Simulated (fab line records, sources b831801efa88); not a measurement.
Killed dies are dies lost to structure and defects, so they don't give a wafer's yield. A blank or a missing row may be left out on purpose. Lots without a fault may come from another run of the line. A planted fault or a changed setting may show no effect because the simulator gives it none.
fab line records | flow sky130
record lots=24 wafers=72 last_day=50
route steps=708 shown LOCAL_INTERCONNECT@388 CONTACT@430 METAL1@436 VIA1@460 METAL2@487 VIA2@508
lots that met no fault: from a run of the same line without faults
start_h: hours from the record's first day to the start of the lot's first wafer shown | wait_h: hours since the lot's step before | " the same as in the row above | L1.1+2: a row that stands for several wafers | - no value, or no start given | * or withheld: withheld | < > ~ a bound
route shown NAME@n: a module of which the file shows steps, and the number in the route of the first | usual: mean/standard deviation of fault-free wafers | same: alike in all rows | chamber/n: place in a boat | sites: the reading at each site | _std_site: their standard deviation | _edge_site: outer sites' mean less inner sites' | radius_mm: how far each site lies from the wafer's centre | mask NAME#n: copy n | behind: the tool/chamber that last shaped the wafer | hold: why the lot was held/for how many hours/how that ended | device: the transistor (n, p or np) that didn't switch | end of line: the same wafers' tests at the end of the route | a step without rows: its recipe alone | killed: dies lost to structure and defects at the first sort, not the wafer's yield | map: a wafer's dies, x killed, . not, _ none there
set.NAME: the setting as run; set.NAME@STEP: as run at that earlier step | model.NAME: the simulator's own value behind a step, which no gauge read
steps of the route over a sample of lots; a table a step, a row a wafer
services: from which hour (start_h, from the record's first day; less than 0 if before it) a tool's chamber was out of use, for how many hours, and why
## steps
# step SKY_LOCAL_INTERCONNECT_RS_MEAS_01
# recipe thk_meas_gauge=four-point-probe reads=TiN_of_LOCAL_INTERCONNECT_SPUTTER_00
# usual LOCAL_INTERCONNECT_TIN_RS=14.06/0.2
# columns lot.wafer tool chamber start_h wait_h LOCAL_INTERCONNECT_TIN_RS[ohm/sq]
L074.2 film_metro-04 - 670.49 0.1 14.36
L074.3 " - " " 14.22
L074.6 " - " " 14.15
L075.1 film_metro-03 - 683.45 0.0 13.97
L075.3 " - " " 13.81
L075.4 " - " " 13.86
L076.2 film_metro-04 - 684.44 0.1 14.23
L076.3 " - " " 14.31
L076.6 " - " " 14.36
L077.3 film_metro-03 - 698.13 0.1 14.22
L077.4 " - " " 14.22
L077.6 " - " " 14.16
L078.1 film_metro-01 - 704.45 0.0 13.63
L078.4 " - " " 14.24
L078.5 " - " " 13.73
L079.1 film_metro-03 - 729.64 0.0 13.49
L079.2 " - " " 13.75
L079.4 " - " " 14.15
L080.1 film_metro-04 - 730.49 0.0 13.98
L080.4 " - " " 14.10
L080.5 " - " " 14.00
L082.2 film_metro-03 - 759.92 0.1 14.32
L082.4 " - " " 14.48
L082.6 " - " " 14.29
L081.1 film_metro-01 - 761.72 0.0 14.26
L081.4 " - " " 14.12
L081.5 " - " " 14.18
L084.3 film_metro-03 - 762.56 0.1 14.33
L084.4 " - " " 14.04
L084.5 " - " " 14.11
L083.2 film_metro-04 - 763.09 0.1 13.93
L083.4 " - " " 14.13
L083.5 " - " " 13.55
L085.1 film_metro-03 - 767.87 0.0 13.91
L085.2 " - " " 14.10
L085.6 " - " " 13.90
L086.1 film_metro-04 - 775.99 0.0 14.26
L086.2 " - " " 14.25
L086.6 " - " " 14.15
L087.1 film_metro-03 - 780.63 0.0 13.96
L087.2 " - " " 14.02
L087.6 " - " " 13.89
L088.1 film_metro-04 - 786.44 0.0 14.23
L088.3 " - " " 14.22
L088.6 " - " " 14.22
L089.3 film_metro-01 - 791.73 0.1 14.14
L089.4 " - " " 13.97
L089.6 " - " " 14.14
L090.2 film_metro-03 - 792.61 0.1 14.19
L090.3 " - " " 13.75
L090.6 " - " " 14.39
L091.1 film_metro-01 - 810.93 0.0 14.21
L091.2 " - " " 14.05
L091.4 " - " " 14.02
L092.1 film_metro-03 - 812.37 0.0 13.84
L092.3 " - " " 13.81
L092.5 " - " " 13.67
L093.2 film_metro-04 - 821.65 0.1 14.15
L093.3 " - " " 14.26
L093.5 " - " " 13.66
L094.1 film_metro-01 - 834.36 0.0 14.11
L094.2 " - " " 13.65
L094.6 " - " " 13.64
L095.2 film_metro-01 - 835.49 0.1 13.86
L095.3 " - " " 13.86
L095.6 " - " " 13.89
L096.2 film_metro-03 - 837.93 0.1 14.19
L096.4 " - " " 13.73
L096.5 " - " " 13.74
L097.2 film_metro-03 - 849.79 0.1 14.14
L097.3 " - " " 14.14
L097.4 " - " " 14.28
# step SKY_CONTACT_CVD_24
# recipe material=W target_thk_nm=340 time_s=102.12 temp_c=400 pressure_torr=40
# usual heater_power_w=845/48
# columns lot.wafer tool chamber start_h wait_h heater_power_w
L074.2 cvd_w-02 0 731.36 0.0 811
L074.3 " 1 " " 844
L074.6 " 1 " " 829
L075.1 cvd_w-02 0 738.46 0.0 821
L075.3 " 0 " " 797
L075.4 " 1 " " 833
L076.2 cvd_w-01 0 739.05 0.0 931
L076.3 " 0 " " 917
L076.6 " 0 " " 936
L077.3 cvd_w-02 1 759.61 0.1 840
L077.4 " 0 " " 829
L077.6 " 1 " " 835
L078.1 cvd_w-02 1 761.32 0.0 832
L078.4 " 1 " " 864
L078.5 " 0 " " 828
L079.1 cvd_w-02 0 783.54 0.0 827
L079.2 " 1 " " 840
L079.4 " 1 " " 849
L080.1 cvd_w-01 1 785.49 0.0 798
L080.4 " 0 " " 916
L080.5 " 0 " " 930
L082.2 cvd_w-02 1 814.79 0.0 825
L082.4 " 1 " " 843
L082.6 " 1 " " 837
L081.1 cvd_w-01 0 817.02 0.0 923
L081.4 " 0 " " 939
L081.5 " 1 " " 779
L084.3 cvd_w-01 0 817.56 0.1 897
L084.4 " 1 " " 793
L084.5 " 1 " " 793
L083.2 cvd_w-01 1 818.56 0.0 807
L083.4 " 0 " " 939
L083.5 " 0 " " 927
L085.1 cvd_w-02 0 823.83 0.0 844
L085.2 " 1 " " 829
L085.6 " 1 " " 853
L086.1 cvd_w-02 1 831.27 0.0 816
L086.2 " 0 " " 822
L086.6 " 0 " " 830
L087.1 cvd_w-01 0 834.96 0.0 920
L087.2 " 1 " " 794
L087.6 " 1 " " 804
L088.1 cvd_w-02 1 840.87 0.1 828
L088.3 " 0 " " 797
L088.6 " 1 " " 870
L089.3 cvd_w-01 1 846.96 0.1 779
L089.4 " 0 " " 928
L089.6 " 1 " " 800
L090.2 cvd_w-01 1 847.62 0.0 791
L090.3 " 0 " " 923
L090.6 " 0 " " 940
L091.1 cvd_w-02 0 864.87 0.0 838
L091.2 " 1 " " 835
L091.4 " 0 " " 821
L092.1 cvd_w-01 0 866.12 0.0 932
L092.3 " 1 " " 801
L092.5 " 1 " " 796
L093.2 cvd_w-01 1 875.57 0.0 798
L093.3 " 1 " " 792
L093.5 " 1 " " 818
L094.1 cvd_w-02 0 887.13 0.0 832
L094.2 " 1 " " 848
L094.6 " 1 " " 838
L095.2 cvd_w-01 1 889.25 0.0 813
L095.3 " 0 " " 890
L095.6 " 0 " " 927
L096.2 cvd_w-02 1 892.14 0.0 838
L096.4 " 0 " " 821
L096.5 " 0 " " 829
L097.2 cvd_w-01 1 904.29 0.1 814
L097.3 " 1 " " 800
L097.4 " 0 " " 930
# step SKY_METAL1_SPUTTER_02
# recipe material=AlCu target_thk_nm=250 power_w=10600 time_s=13.3 chamber_pressure_pa=0.4
# usual throttle_valve_pct=29.9/1.5
# columns lot.wafer tool chamber start_h wait_h throttle_valve_pct
L074.2 pvd_sputter-03 - 732.26 0.0 31.1
L074.3 " - " " 27.8
L074.6 " - " " 27.9
L075.1 pvd_sputter-02 - 739.10 0.0 31.4
L075.3 " - " " 30.6
L075.4 " - " " 30.3
L076.2 pvd_sputter-03 - 739.69 0.0 28.0
L076.3 " - " " 31.2
L076.6 " - " " 30.6
L077.3 pvd_sputter-01 - 760.21 0.0 28.7
L077.4 " - " " 27.6
L077.6 " - " " 27.6
L078.1 pvd_sputter-02 - 761.96 0.0 30.5
L078.4 " - " " 30.6
L078.5 " - " " 30.1
L079.1 pvd_sputter-03 - 784.36 0.0 31.3
L079.2 " - " " 31.7
L079.4 " - " " 30.4
L080.1 pvd_sputter-01 - 786.12 0.0 27.6
L080.4 " - " " 29.0
L080.5 " - " " 29.6
L082.2 pvd_sputter-01 - 815.43 0.0 32.4
L082.4 " - " " 29.5
L082.6 " - " " 29.4
L081.1 pvd_sputter-01 - 817.66 0.0 32.1
L081.4 " - " " 28.8
L081.5 " - " " 29.2
L084.3 pvd_sputter-01 - 818.16 0.0 32.0
L084.4 " - " " 27.7
L084.5 " - " " 32.2
L083.2 pvd_sputter-02 - 819.20 0.0 30.4
L083.4 " - " " 30.6
L083.5 " - " " 30.6
L085.1 pvd_sputter-02 - 824.47 0.0 30.4
L085.2 " - " " 30.1
L085.6 " - " " 30.7
L086.1 pvd_sputter-03 - 831.91 0.0 31.7
L086.2 " - " " 31.0
L086.6 " - " " 30.6
L087.1 pvd_sputter-01 - 835.59 0.0 27.6
L087.2 " - " " 32.1
L087.6 " - " " 32.1
L088.1 pvd_sputter-01 - 841.51 0.0 29.0
L088.3 " - " " 29.2
L088.6 " - " " 28.8
L089.3 pvd_sputter-02 - 847.56 0.0 31.5
L089.4 " - " " 30.6
L089.6 " - " " 30.3
L090.2 pvd_sputter-01 - 848.26 0.0 32.1
L090.3 " - " " 29.4
L090.6 " - " " 27.8
L091.1 pvd_sputter-02 - 865.51 0.0 31.6
L091.2 " - " " 30.7
L091.4 " - " " 30.8
L092.1 pvd_sputter-01 - 866.76 0.0 28.8
L092.3 " - " " 29.3
L092.5 " - " " 32.3
L093.2 pvd_sputter-01 - 876.45 0.0 32.2
L093.3 " - " " 27.5
L093.5 " - " " 28.6
L094.1 pvd_sputter-01 - 887.77 0.0 27.6
L094.2 " - " " 32.3
L094.6 " - " " 28.6
L095.2 pvd_sputter-03 - 889.89 0.0 30.8
L095.3 " - " " 30.3
L095.6 " - " " 27.9
L096.2 pvd_sputter-01 - 892.78 0.0 27.7
L096.4 " - " " 32.5
L096.5 " - " " 29.2
L097.2 pvd_sputter-01 - 904.93 0.0 27.8
L097.3 " - " " 28.7
L097.4 " - " " 29.3
# step SKY_VIA1_CMP_02
# recipe material=SiO2 down_force_psi=4 platen_rpm=60 pad_velocity_m_s=0.94248
# usual motor_current_A=11.9/1.1 retaining_ring_pressure_frac=1.000/0.0056
# columns lot.wafer tool chamber start_h wait_h motor_current_A retaining_ring_pressure_frac
L074.2 cmp-02 2 761.10 0.1 12.7 1.001
L074.3 " 3 " " 11.3 0.999
L074.6 " 1 " " 10.0 0.999
L075.1 cmp-02 2 766.69 0.1 12.8 0.989
L075.4 " 0 " " 11.9 0.992
L075.3 " 1 " " 9.6 1.008
L076.3 cmp-01 3 767.39 0.0 13.0 0.988
L076.2 " 1 " " 10.4 1.010
L076.6 " 3 " " 12.3 0.995
L077.3 cmp-02 0 787.68 0.1 11.5 1.001
L077.4 " 1 " " 9.9 1.001
L077.6 " 2 " " 12.6 1.003
L078.4 cmp-02 2 790.05 0.1 12.9 1.006
L078.1 " 0 " " 11.7 1.004
L078.5 " 2 " " 13.0 0.997
L079.4 cmp-01 3 811.98 0.0 12.5 1.005
L079.1 " 1 " " 10.1 0.997
L079.2 " 2 " " 13.1 0.996
L080.1 cmp-01 2 813.53 0.1 13.4 0.994
L080.4 " 1 " " 10.6 1.001
L080.5 " 2 " " 12.7 0.992
L082.4 cmp-02 0 842.65 0.0 12.6 0.998
L082.2 " 2 " " 12.6 1.000
L082.6 " 1 " " 10.1 0.999
L081.1 cmp-02 3 845.31 0.1 11.3 0.996
L081.4 " 1 " " 9.8 0.993
L081.5 " 3 " " 10.7 0.990
L084.4 cmp-01 0 845.77 0.0 12.5 1.002
L084.3 " 3 " " 12.9 1.006
L084.5 " 0 " " 12.4 1.000
L083.2 cmp-01 1 846.59 0.1 10.6 0.998
L083.4 " 2 " " 13.5 0.996
L083.5 " 1 " " 10.7 1.002
L085.1 cmp-02 1 852.04 0.1 10.0 0.996
L085.2 " 2 " " 12.1 0.991
L085.6 " 0 " " 12.4 1.008
L086.1 cmp-01 0 859.26 0.1 12.9 0.994
L086.2 " 2 " " 13.2 0.992
L086.6 " 0 " " 12.0 1.007
L087.2 cmp-02 2 863.19 0.0 13.0 1.004
L087.1 " 3 " " 11.4 1.003
L087.6 " 2 " " 12.6 0.993
L088.1 cmp-02 3 869.17 0.1 11.2 1.010
L088.3 " 0 " " 12.4 1.003
L088.6 " 2 " " 12.4 1.001
L089.4 cmp-02 0 874.90 0.2 12.0 1.001
L089.3 " 1 " " 10.1 1.002
L089.6 " 0 " " 11.9 1.003
L090.3 cmp-02 0 875.85 0.6 11.5 1.001
L090.2 " 1 " " 10.3 1.001
L090.6 " 3 " " 11.4 0.999
L091.1 cmp-02 1 893.55 0.1 10.2 0.994
L091.2 " 2 " " 13.4 0.990
L091.4 " 0 " " 12.4 1.011
L092.1 cmp-01 3 894.25 0.1 11.8 0.998
L092.3 " 1 " " 10.8 0.998
L092.5 " 2 " " 13.4 1.009
L093.3 cmp-01 3 903.44 0.1 13.0 0.999
L093.2 " 0 " " 12.3 1.003
L093.5 " 2 " " 13.4 1.008
L094.1 cmp-02 1 914.69 0.1 10.0 1.006
L094.2 " 0 " " 12.4 0.994
L094.6 " 2 " " 12.7 0.991
L095.3 cmp-01 1 916.34 0.0 10.7 1.003
L095.2 " 2 " " 13.2 1.003
L095.6 " 1 " " 10.6 1.003
L096.2 cmp-01 2 918.90 0.1 14.3 1.008
L096.4 " 3 " " 13.1 1.013
L096.5 " 1 " " 10.3 1.003
L097.3 cmp-01 3 931.29 0.0 12.4 1.003
L097.2 " 0 " " 12.2 1.007
L097.4 " 2 " " 13.7 1.002
# step SKY_METAL2_SPUTTER_04
# recipe material=TiN target_thk_nm=70 power_w=6500 time_s=58.3 chamber_pressure_pa=0.4
# usual throttle_valve_pct=30.5/1.1
# columns lot.wafer tool chamber start_h wait_h throttle_valve_pct
L074.2 pvd_sputter-04 - 789.35 0.0 31.7
L074.3 " - " " 30.4
L074.6 " - " " 30.0
L075.1 pvd_sputter-03 - 795.43 0.0 30.3
L075.3 " - " " 31.3
L075.4 " - " " 31.4
L076.2 pvd_sputter-02 - 795.76 0.0 30.4
L076.3 " - " " 30.1
L076.6 " - " " 30.5
L077.3 pvd_sputter-02 - 815.70 0.0 30.5
L077.4 " - " " 31.8
L077.6 " - " " 30.8
L078.1 pvd_sputter-04 - 818.39 0.0 30.3
L078.4 " - " " 30.1
L078.5 " - " " 31.6
L079.1 pvd_sputter-03 - 839.60 0.0 31.3
L079.2 " - " " 31.6
L079.4 " - " " 30.4
L080.1 pvd_sputter-03 - 841.44 0.0 31.1
L080.4 " - " " 30.8
L080.5 " - " " 27.9
L082.2 pvd_sputter-02 - 870.63 0.0 30.4
L082.4 " - " " 30.6
L082.6 " - " " 30.2
L081.1 pvd_sputter-03 - 873.00 0.0 31.6
L081.4 " - " " 31.2
L081.5 " - " " 31.2
L084.3 pvd_sputter-03 - 873.95 0.0 31.3
L084.4 " - " " 31.6
L084.5 " - " " 28.2
L083.2 pvd_sputter-02 - 874.29 0.0 31.6
L083.4 " - " " 30.2
L083.5 " - " " 30.6
L085.1 pvd_sputter-03 - 880.28 0.0 27.8
L085.2 " - " " 31.7
L085.6 " - " " 31.2
L086.1 pvd_sputter-02 - 887.40 0.0 30.4
L086.2 " - " " 30.4
L086.6 " - " " 30.4
L087.1 pvd_sputter-04 - 890.37 0.0 30.8
L087.2 " - " " 29.7
L087.6 " - " " 30.5
L088.1 pvd_sputter-04 - 896.88 0.0 30.1
L088.3 " - " " 30.4
L088.6 " - " " 31.8
L089.3 pvd_sputter-03 - 902.89 0.0 31.1
L089.4 " - " " 31.7
L089.6 " - " " 31.5
L090.2 pvd_sputter-04 - 903.18 0.0 30.4
L090.3 " - " " 30.1
L090.6 " - " " 30.5
L091.1 pvd_sputter-04 - 920.10 0.0 32.1
L091.2 " - " " 30.1
L091.4 " - " " 30.1
L092.1 pvd_sputter-04 - 921.39 0.0 30.2
L092.3 " - " " 30.2
L092.5 " - " " 30.0
L093.2 pvd_sputter-03 - 929.84 0.0 30.7
L093.3 " - " " 28.1
L093.5 " - " " 30.5
L094.1 pvd_sputter-03 - 941.12 0.0 30.6
L094.2 " - " " 27.9
L094.6 " - " " 30.7
L095.2 pvd_sputter-02 - 941.73 0.0 31.6
L095.3 " - " " 30.3
L095.6 " - " " 30.3
L096.2 pvd_sputter-02 - 944.69 0.0 30.5
L096.4 " - " " 31.7
L096.5 " - " " 30.8
L097.2 pvd_sputter-04 - 956.70 0.0 30.4
L097.3 " - " " 31.8
L097.4 " - " " 30.3
# step SKY_VIA2_THK_MEAS_01
# recipe reads=SiO2_of_VIA2_HDPCVD_00
# usual VIA2_HDPCVD_THK=1180/14
# columns lot.wafer tool chamber start_h wait_h VIA2_HDPCVD_THK[nm]
L074.2 film_metro-03 - 817.00 0.1 1183
L074.3 " - " " 1205
L074.6 " - " " 1197
L075.1 film_metro-03 - 823.08 0.1 1160
L075.3 " - " " 1177
L075.4 " - " " 1154
L076.2 film_metro-03 - 824.04 0.1 1180
L076.3 " - " " 1161
L076.6 " - " " 1172
L077.3 film_metro-01 - 842.97 0.1 1177
L077.4 " - " " 1179
L077.6 " - " " 1197
L078.1 film_metro-03 - 845.84 0.1 1196
L078.4 " - " " 1201
L078.5 " - " " 1190
L079.1 film_metro-03 - 866.39 0.1 1165
L079.2 " - " " 1181
L079.4 " - " " 1162
L080.1 film_metro-01 - 868.54 0.1 1184
L080.4 " - " " 1168
L080.5 " - " " 1190
L082.2 film_metro-01 - 897.60 0.1 1155
L082.4 " - " " 1188
L082.6 " - " " 1151
L081.1 film_metro-02 - 900.19 0.1 1197
L081.4 " - " " 1194
L081.5 " - " " 1210
L084.3 film_metro-03 - 900.86 0.1 1185
L084.4 " - " " 1168
L084.5 " - " " 1193
L083.2 film_metro-01 - 901.16 0.1 1183
L083.4 " - " " 1196
L083.5 " - " " 1208
L085.1 film_metro-01 - 906.54 0.1 1170
L085.2 " - " " 1190
L085.6 " - " " 1186
L086.1 film_metro-02 - 913.72 0.1 1171
L086.2 " - " " 1172
L086.6 " - " " 1180
L087.1 film_metro-03 - 916.51 0.1 1184
L087.2 " - " " 1193
L087.6 " - " " 1189
L088.1 film_metro-03 - 922.31 0.1 1190
L088.3 " - " " 1159
L088.6 " - " " 1168
L089.3 film_metro-02 - 928.86 0.1 1171
L089.4 " - " " 1191
L089.6 " - " " 1193
L090.2 film_metro-03 - 929.05 0.1 1202
L090.3 " - " " 1173
L090.6 " - " " 1178
L091.1 film_metro-03 - 945.29 0.1 1173
L091.2 " - " " 1189
L091.4 " - " " 1197
L092.1 film_metro-03 - 946.74 0.1 1198
L092.3 " - " " 1192
L092.5 " - " " 1201
L093.2 film_metro-01 - 955.25 0.1 1190
L093.3 " - " " 1199
L093.5 " - " " 1197
L094.1 film_metro-03 - 965.95 0.1 1177
L094.2 " - " " 1174
L094.6 " - " " 1163
L095.2 film_metro-02 - 966.91 0.1 1188
L095.3 " - " " 1175
L095.6 " - " " 1183
L096.2 film_metro-03 - 969.76 0.1 1156
L096.4 " - " " 1142
L096.5 " - " " 1150
L097.2 film_metro-01 - 982.34 0.1 1172
L097.3 " - " " 1181
L097.4 " - " " 1176
## services
# columns tool chamber start_h hours kind
cmp-01 - 741.27 0.9 repair
cmp-02 - 745.19 4.0 pm
cmp-02 - 749.19 4.9 pm
pvd_sputter-01 - 750.50 2.2 repair
cvd_w-01 - 763.48 0.3 repair
cvd_w-01 - 768.82 0.5 repair
cmp-02 - 782.13 4.4 pm
cmp-01 - 791.48 5.0 pm
pvd_sputter-03 - 815.80 15.5 repair
cvd_w-01 - 835.79 6.0 pm
cvd_w-02 - 842.05 6.0 pm
cmp-01 - 849.10 1.8 repair
pvd_sputter-02 - 862.84 1.4 repair
cmp-02 - 878.64 1.2 repair
pvd_sputter-03 - 885.09 1.0 repair
pvd_sputter-02 - 889.98 21.4 repair
cvd_w-02 - 904.00 14.0 pm
cmp-02 - 905.90 2.2 repair
pvd_sputter-01 - 910.54 0.6 repair
pvd_sputter-03 - 917.18 5.9 repair
cvd_w-02 - 918.00 6.9 pm
cmp-02 - 918.62 0.7 repair
pvd_sputter-02 - 919.67 4.8 repair
pvd_sputter-03 - 950.78 5.2 repair
## key
fault none
